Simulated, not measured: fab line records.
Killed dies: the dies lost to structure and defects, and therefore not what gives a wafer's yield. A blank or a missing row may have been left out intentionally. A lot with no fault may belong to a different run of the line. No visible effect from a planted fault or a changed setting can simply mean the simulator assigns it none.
Which tool did it? || flow gf180mcu || 33 wafers from 11 lots sampled at 6 of the route's 602 steps

WHAT THE GAUGES READ, wafer by wafer
GF_M3_RS_MEAS_05: a four-point-probe measurement. Usual: M3_ALCU_RS gives 0.0695 ohm/sq (standard deviation 0.00077).
{"lot": "L957", "measured": "day 20 13:59", "on": "film metro-04", "M3_ALCU_RS (ohm/sq)": "0.0686 0.0693 0.0694", "flag": ""}
{"lot": "L958", "measured": "day 20 16:37", "on": "film metro-04", "M3_ALCU_RS (ohm/sq)": "0.0685 0.0676 0.0681", "flag": ""}
{"lot": "L966", "measured": "day 23 20:02", "on": "film metro-03", "M3_ALCU_RS (ohm/sq)": "0.0685 0.0680 0.0691", "flag": ""}
{"lot": "L967", "measured": "day 24 04:56", "on": "film metro-04", "M3_ALCU_RS (ohm/sq)": "0.0698 0.0700 0.0694", "flag": ""}
{"lot": "L968", "measured": "day 24 08:46", "on": "film metro-04", "M3_ALCU_RS (ohm/sq)": "0.0700 0.0692 0.0689", "flag": ""}
{"lot": "L974", "measured": "day 26 12:51", "on": "film metro-01", "M3_ALCU_RS (ohm/sq)": "0.0694 0.0684 0.0694", "flag": ""}
{"lot": "L976", "measured": "day 26 21:41", "on": "film metro-01", "M3_ALCU_RS (ohm/sq)": "0.0696 0.0697 0.0695", "flag": ""}
{"lot": "L977", "measured": "day 27 14:11", "on": "film metro-03", "M3_ALCU_RS (ohm/sq)": "0.0701 0.0700 0.0702", "flag": ""}
{"lot": "L978", "measured": "day 27 20:24", "on": "film metro-03", "M3_ALCU_RS (ohm/sq)": "0.0689 0.0696 0.0701", "flag": ""}
{"lot": "L979", "measured": "day 28 04:00", "on": "film metro-04", "M3_ALCU_RS (ohm/sq)": "0.0704 0.0702 0.0706", "flag": ""}
{"lot": "L980", "measured": "day 28 12:31", "on": "film metro-03", "M3_ALCU_RS (ohm/sq)": "0.0689 0.0690 0.0692", "flag": ""}

GF_V3_CD_MEAS_14 targets a cd of 260 nm. Usual: 259.9 nm for cd nm, sd 1.2.
{"lot": "L957", "measured": "day 22 14:48", "on": "cd sem-02", "cd nm (nm)": "260.0 260.4 259.8", "flag": ""}
{"lot": "L958", "measured": "day 22 17:58", "on": "cd sem-02", "cd nm (nm)": "258.3 260.6 260.0", "flag": ""}
{"lot": "L966", "measured": "day 25 17:09", "on": "cd sem-01", "cd nm (nm)": "259.3 259.4 258.9", "flag": ""}
{"lot": "L967", "measured": "day 26 02:12", "on": "cd sem-01", "cd nm (nm)": "261.2 260.6 260.2", "flag": ""}
{"lot": "L968", "measured": "day 26 04:44", "on": "cd sem-02", "cd nm (nm)": "257.2 259.3 259.6", "flag": ""}
{"lot": "L974", "measured": "day 28 05:49", "on": "cd sem-02", "cd nm (nm)": "261.4 261.1 260.6", "flag": ""}
{"lot": "L976", "measured": "day 28 14:26", "on": "cd sem-01", "cd nm (nm)": "259.9 261.5 260.9", "flag": ""}
{"lot": "L977", "measured": "day 29 06:02", "on": "cd sem-01", "cd nm (nm)": "260.0 259.9 259.6", "flag": ""}
{"lot": "L978", "measured": "day 29 12:51", "on": "cd sem-01", "cd nm (nm)": "261.7 261.2 261.0", "flag": ""}
{"lot": "L979", "measured": "day 29 19:55", "on": "cd sem-01", "cd nm (nm)": "259.9 260.8 260.8", "flag": ""}
{"lot": "L980", "measured": "day 30 03:59", "on": "cd sem-01", "cd nm (nm)": "258.4 258.0 257.6", "flag": ""}

GF_V3_RS_MEAS_24: a four-point-probe measurement. Usual: V3_W_RS gives 0.328 ohm/sq (standard deviation 0.0045).
{"lot": "L957", "measured": "day 22 15:52", "on": "film metro-03", "V3_W_RS (ohm/sq)": "0.321 0.327 0.318", "flag": ""}
{"lot": "L958", "measured": "day 22 19:02", "on": "film metro-01", "V3_W_RS (ohm/sq)": "0.334 0.322 0.336", "flag": ""}
{"lot": "L966", "measured": "day 25 18:11", "on": "film metro-02", "V3_W_RS (ohm/sq)": "0.321 0.333 0.333", "flag": ""}
{"lot": "L967", "measured": "day 26 03:14", "on": "film metro-02", "V3_W_RS (ohm/sq)": "0.414 0.329 0.416", "flag": "OFF"}
{"lot": "L968", "measured": "day 26 05:46", "on": "film metro-01", "V3_W_RS (ohm/sq)": "0.329 0.421 0.418", "flag": "OFF"}
{"lot": "L974", "measured": "day 28 06:51", "on": "film metro-03", "V3_W_RS (ohm/sq)": "0.323 0.327 0.323", "flag": ""}
{"lot": "L976", "measured": "day 28 15:31", "on": "film metro-01", "V3_W_RS (ohm/sq)": "0.332 0.324 0.330", "flag": ""}
{"lot": "L977", "measured": "day 29 07:08", "on": "film metro-02", "V3_W_RS (ohm/sq)": "0.336 0.322 0.331", "flag": ""}
{"lot": "L978", "measured": "day 29 13:55", "on": "film metro-01", "V3_W_RS (ohm/sq)": "0.330 0.325 0.324", "flag": ""}
{"lot": "L979", "measured": "day 29 20:57", "on": "film metro-02", "V3_W_RS (ohm/sq)": "0.325 0.328 0.322", "flag": ""}
{"lot": "L980", "measured": "day 30 05:01", "on": "film metro-03", "V3_W_RS (ohm/sq)": "0.330 0.326 0.331", "flag": ""}

GF_V3_THK_MEAS_25: measures by xrf. Usual: V3_W_THK gives 351 nm (standard deviation 6.3).
{"lot": "L957", "measured": "day 22 15:58", "on": "film metro-03", "V3_W_THK (nm)": "359 351 362", "flag": ""}
{"lot": "L958", "measured": "day 22 19:08", "on": "film metro-01", "V3_W_THK (nm)": "345 359 342", "flag": ""}
{"lot": "L966", "measured": "day 25 18:18", "on": "film metro-02", "V3_W_THK (nm)": "359 348 348", "flag": ""}
{"lot": "L967", "measured": "day 26 03:21", "on": "film metro-02", "V3_W_THK (nm)": "283 352 280", "flag": "OFF"}
{"lot": "L968", "measured": "day 26 05:52", "on": "film metro-01", "V3_W_THK (nm)": "342 270 271", "flag": "OFF"}
{"lot": "L974", "measured": "day 28 06:58", "on": "film metro-03", "V3_W_THK (nm)": "355 348 354", "flag": ""}
{"lot": "L976", "measured": "day 28 15:37", "on": "film metro-01", "V3_W_THK (nm)": "340 349 341", "flag": ""}
{"lot": "L977", "measured": "day 29 07:16", "on": "film metro-02", "V3_W_THK (nm)": "344 360 350", "flag": ""}
{"lot": "L978", "measured": "day 29 14:02", "on": "film metro-01", "V3_W_THK (nm)": "338 349 350", "flag": ""}
{"lot": "L979", "measured": "day 29 21:04", "on": "film metro-02", "V3_W_THK (nm)": "356 354 360", "flag": ""}
{"lot": "L980", "measured": "day 30 05:08", "on": "film metro-03", "V3_W_THK (nm)": "349 352 346", "flag": ""}

WHAT TOOL EACH LOT RAN ON (gives the tool, then ch and the chambers of the sampled wafers, and finally the start)
{"lot": "L957", "GF_M3_SPUTTER_03": "pvd sputter-03, day 20 13:53", "GF_V3_CVD_23": "cvd w-02 ch 0,1, day 22 15:44"}
{"lot": "L958", "GF_M3_SPUTTER_03": "pvd sputter-02, day 20 16:32", "GF_V3_CVD_23": "cvd w-02 ch 0,1, day 22 18:54"}
{"lot": "L966", "GF_M3_SPUTTER_03": "pvd sputter-03, day 23 19:58", "GF_V3_CVD_23": "cvd w-02 ch 0,1, day 25 18:04"}
{"lot": "L967", "GF_M3_SPUTTER_03": "pvd sputter-04, day 24 04:52", "GF_V3_CVD_23": "cvd w-01 ch 0,1, day 26 03:07"}
{"lot": "L968", "GF_M3_SPUTTER_03": "pvd sputter-04, day 24 08:40", "GF_V3_CVD_23": "cvd w-01 ch 0,1, day 26 05:40"}
{"lot": "L974", "GF_M3_SPUTTER_03": "pvd sputter-03, day 26 12:46", "GF_V3_CVD_23": "cvd w-02 ch 0,1, day 28 06:43"}
{"lot": "L976", "GF_M3_SPUTTER_03": "pvd sputter-04, day 26 21:36", "GF_V3_CVD_23": "cvd w-02 ch 0,1, day 28 15:23"}
{"lot": "L977", "GF_M3_SPUTTER_03": "pvd sputter-04, day 27 14:07", "GF_V3_CVD_23": "cvd w-02 ch 0,1, day 29 07:02"}
{"lot": "L978", "GF_M3_SPUTTER_03": "pvd sputter-02, day 27 20:20", "GF_V3_CVD_23": "cvd w-02 ch 0,1, day 29 13:48"}
{"lot": "L979", "GF_M3_SPUTTER_03": "pvd sputter-02, day 28 03:55", "GF_V3_CVD_23": "cvd w-01 ch 0,1, day 29 20:49"}
{"lot": "L980", "GF_M3_SPUTTER_03": "pvd sputter-04, day 28 12:28", "GF_V3_CVD_23": "cvd w-01 ch 0,1, day 30 04:55"}
- GF_M3_SPUTTER_03: material Ti, target thk 10 nm, time 6.7 s.
- GF_V3_CVD_23: deposits W, target thk 350 nm, time 104.9 s.

AS READ BY THE TOOLS THEMSELVES (means over the sampled wafers that have a number; for cases with no such wafer, the mark the record gives instead)
GF_M3_SPUTTER_03. Usual: 30.5 % for throttle valve pct, sd 0.61.
{"lot": "L957", "tool": "pvd sputter-03", "throttle valve pct (%)": 30.3, "flag": ""}
{"lot": "L958", "tool": "pvd sputter-02", "throttle valve pct (%)": 30.7, "flag": ""}
{"lot": "L966", "tool": "pvd sputter-03", "throttle valve pct (%)": 30.2, "flag": ""}
{"lot": "L967", "tool": "pvd sputter-04", "throttle valve pct (%)": 30.6, "flag": ""}
{"lot": "L968", "tool": "pvd sputter-04", "throttle valve pct (%)": 30.6, "flag": ""}
{"lot": "L974", "tool": "pvd sputter-03", "throttle valve pct (%)": 29.9, "flag": ""}
{"lot": "L976", "tool": "pvd sputter-04", "throttle valve pct (%)": 30.9, "flag": ""}
{"lot": "L977", "tool": "pvd sputter-04", "throttle valve pct (%)": 30.9, "flag": ""}
{"lot": "L978", "tool": "pvd sputter-02", "throttle valve pct (%)": 30.8, "flag": ""}
{"lot": "L979", "tool": "pvd sputter-02", "throttle valve pct (%)": 30.7, "flag": ""}
{"lot": "L980", "tool": "pvd sputter-04", "throttle valve pct (%)": 31.3, "flag": ""}

GF_V3_CVD_23. Usual: heater power w 898 W, standard deviation 62; susceptor temp C 399.98 C, standard deviation 0.2.
{"lot": "L957", "tool": "cvd w-02", "heater power w (W)": 898, "susceptor temp C (C)": 400.18, "flag": ""}
{"lot": "L958", "tool": "cvd w-02", "heater power w (W)": 898, "susceptor temp C (C)": 400.14, "flag": ""}
{"lot": "L966", "tool": "cvd w-02", "heater power w (W)": 889, "susceptor temp C (C)": 399.94, "flag": ""}
{"lot": "L967", "tool": "cvd w-01", "heater power w (W)": 876, "susceptor temp C (C)": 400.01, "flag": ""}
{"lot": "L968", "tool": "cvd w-01", "heater power w (W)": 872, "susceptor temp C (C)": 399.77, "flag": ""}
{"lot": "L974", "tool": "cvd w-02", "heater power w (W)": 922, "susceptor temp C (C)": 399.96, "flag": ""}
{"lot": "L976", "tool": "cvd w-02", "heater power w (W)": 903, "susceptor temp C (C)": 399.92, "flag": ""}
{"lot": "L977", "tool": "cvd w-02", "heater power w (W)": 921, "susceptor temp C (C)": 399.93, "flag": ""}
{"lot": "L978", "tool": "cvd w-02", "heater power w (W)": 944, "susceptor temp C (C)": 399.86, "flag": ""}
{"lot": "L979", "tool": "cvd w-01", "heater power w (W)": 857, "susceptor temp C (C)": 400.13, "flag": ""}
{"lot": "L980", "tool": "cvd w-01", "heater power w (W)": 928, "susceptor temp C (C)": 399.98, "flag": ""}

THE ANSWER, worked out from the rows above alone
Rule: take the mean of a lot's wafers that have a number; if it is more than 3 standard deviations from the usual mean, the lot is off. Also off: a lot with no number at a reading for which 4 or more lots have one. Any other lot the step has rows for is counted as sound. First the gauges in route order, then the tools' own readings, where a lot's mean is used as printed above. At the first step where some lot is off, the reading lying furthest off is the one used; lots without a number count as furthest.
Off: L967, L968, seen at GF_V3_RS_MEAS_24 (V3_W_RS).
A tool fits if, at a process step before that reading, it ran every lot that is off, and no sound lot after the first of them. The gauges at GF_V3_RS_MEAS_24 are tried like those tools. Of those tried, none fits.

WHAT HAD BEEN PUT IN BY THE SIMULATOR
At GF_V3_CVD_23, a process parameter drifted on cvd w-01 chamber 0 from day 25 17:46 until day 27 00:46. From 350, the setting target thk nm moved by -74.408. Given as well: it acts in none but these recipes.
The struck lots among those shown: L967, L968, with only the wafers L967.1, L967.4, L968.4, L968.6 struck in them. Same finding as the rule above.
